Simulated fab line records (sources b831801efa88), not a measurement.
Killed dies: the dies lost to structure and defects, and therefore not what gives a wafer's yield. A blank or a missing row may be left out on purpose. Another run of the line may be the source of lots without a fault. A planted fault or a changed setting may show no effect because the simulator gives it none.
A lot that was struck, set against a sound lot || flow gf180mcu || 17 steps out of a route of 602
Sound: these wafers, L785.3, L785.4, L785.5. Wafers struck: L801.1, L801.4, L801.5. Last of all comes the cause.
For every step that has rows: the tool of each side, followed by ch and its chambers, followed by its first start. Under that, the readings that differ: sound wafers || struck wafers || difference of the means || sigmas: that difference in standard deviations of wafers without a fault.
alike: words and numbers the same on both sides, and readings whose means are apart by under 2 such deviations; not compared: readings that were withheld, readings missing a value for some wafer, numbers with overlapping values and no deviation given by the record, and bounds like >300 which may hide the same value.
The two part at a step that has a row with sigmas, a row that says differs or no value, or rows on one side only. Non-overlapping numbers with no deviation appear without sigmas and do not part them. Lack of a reading on every wafer of one side parts them only where that side has two or more wafers.

first, 3 steps without rows for these wafers: GF_V3_EXPOSE_11 (exposes mask Via3, target cd 260 nm); GF_V3_PEB_12 (peb time 90 s); GF_V3_DEVELOP_13 (develop time 60 s).
GF_V3_CD_MEAS_14: the cd target is 260 nm.
  sound on cd sem-01, day 22 10:43; struck on cd sem-01, day 27 22:23
  alike: cd nm
GF_V3_OVL_MEAS_15:
  sound on overlay-01, day 22 10:49; struck on overlay-01, day 27 22:30
  alike: V3_OVL
GF_V3_ETCH_16: etches BARC in N2/H2.
  sound on rie diel-03 ch 0,2,3, day 22 10:50; struck on rie diel-03 ch 1,3, day 27 22:32
  alike: drypump motor current A, oes product au, throttle valve pct
GF_V3_ETCH_17: etches SiO2 in C4F8/O2/Ar, stops on TiN, target depth 635 nm.
  sound: rie diel-03 ch 0,2,3; struck: rie diel-03 ch 1,3
  alike: oes product au
GF_V3_STRIP_18: strips in O2/N2.
  sound on plasma asher-03 ch 0,1, day 22 11:00; struck on plasma asher-03 ch 0,1, day 27 22:40
  alike: drypump motor current A, heater power w, oes product au
  not compared: rf hours counter h
then, 2 steps without rows for these wafers: GF_V3_STRIP_19 (strips in post etch residue remover, time 1200 s); GF_V3_CLEAN_20 (cleans in DIW).
GF_V3_SPUTTER_21: material Ti, target thk 15 nm, time 80.02 s.
  sound on pvd sputter-04, day 22 11:31; struck on pvd sputter-01, day 27 23:12
  alike: substrate temp c, throttle valve pct
GF_V3_SPUTTER_22: material TiN, target thk 10 nm, time 40 s.
  sound on pvd sputter-04, day 22 11:34; struck on pvd sputter-01, day 27 23:16
{"reading": "throttle valve pct (%)", "sound": "31.4 32.8 32.8", "struck": "29.6 28.8 29.9", "difference": -2.9, "sigmas": -2}
GF_V3_CVD_23: deposits W, target thk 350 nm, time 104.9 s.
  sound on cvd w-02 ch 0,1, day 22 11:38; struck on cvd w-02 ch 0, day 27 23:18
  alike: heater power w
GF_V3_RS_MEAS_24: uses a four-point probe to measure.
  sound on film metro-03, day 22 11:46; struck on film metro-03, day 27 23:25
{"reading": "V3_W_RS (ohm/sq)", "sound": "0.330 0.328 0.324", "struck": "0.438 0.438 0.429", "difference": "+0.108", "sigmas": "+17"}
GF_V3_THK_MEAS_25: measures by xrf.
  sound on film metro-03, day 22 11:52; struck on film metro-03, day 27 23:32
{"reading": "V3_W_THK (nm)", "sound": "359 361 366", "struck": "291 293 296", "difference": -69, "sigmas": -9}
then, 1 step without rows for these wafers: GF_V3_CMP_26 (polishes, stops on SiO2, t overpolish 15 s, target thk 0 nm).
-- the record jumps here: 6 days lie between the struck wafers' starts before and after (it left off in module V3 and takes up again in module PASSIVATION, whose first step shown is number 602 of the route) --
GF_PASSIVATION_PROBE_99:
  record: rows for the struck wafers here (prober-01, day 33 12:07), none for the sound ones

WHERE THEY PART
First at GF_V3_SPUTTER_22; last, within this record, at GF_PASSIVATION_PROBE_99.

WHY: what the simulator had put in
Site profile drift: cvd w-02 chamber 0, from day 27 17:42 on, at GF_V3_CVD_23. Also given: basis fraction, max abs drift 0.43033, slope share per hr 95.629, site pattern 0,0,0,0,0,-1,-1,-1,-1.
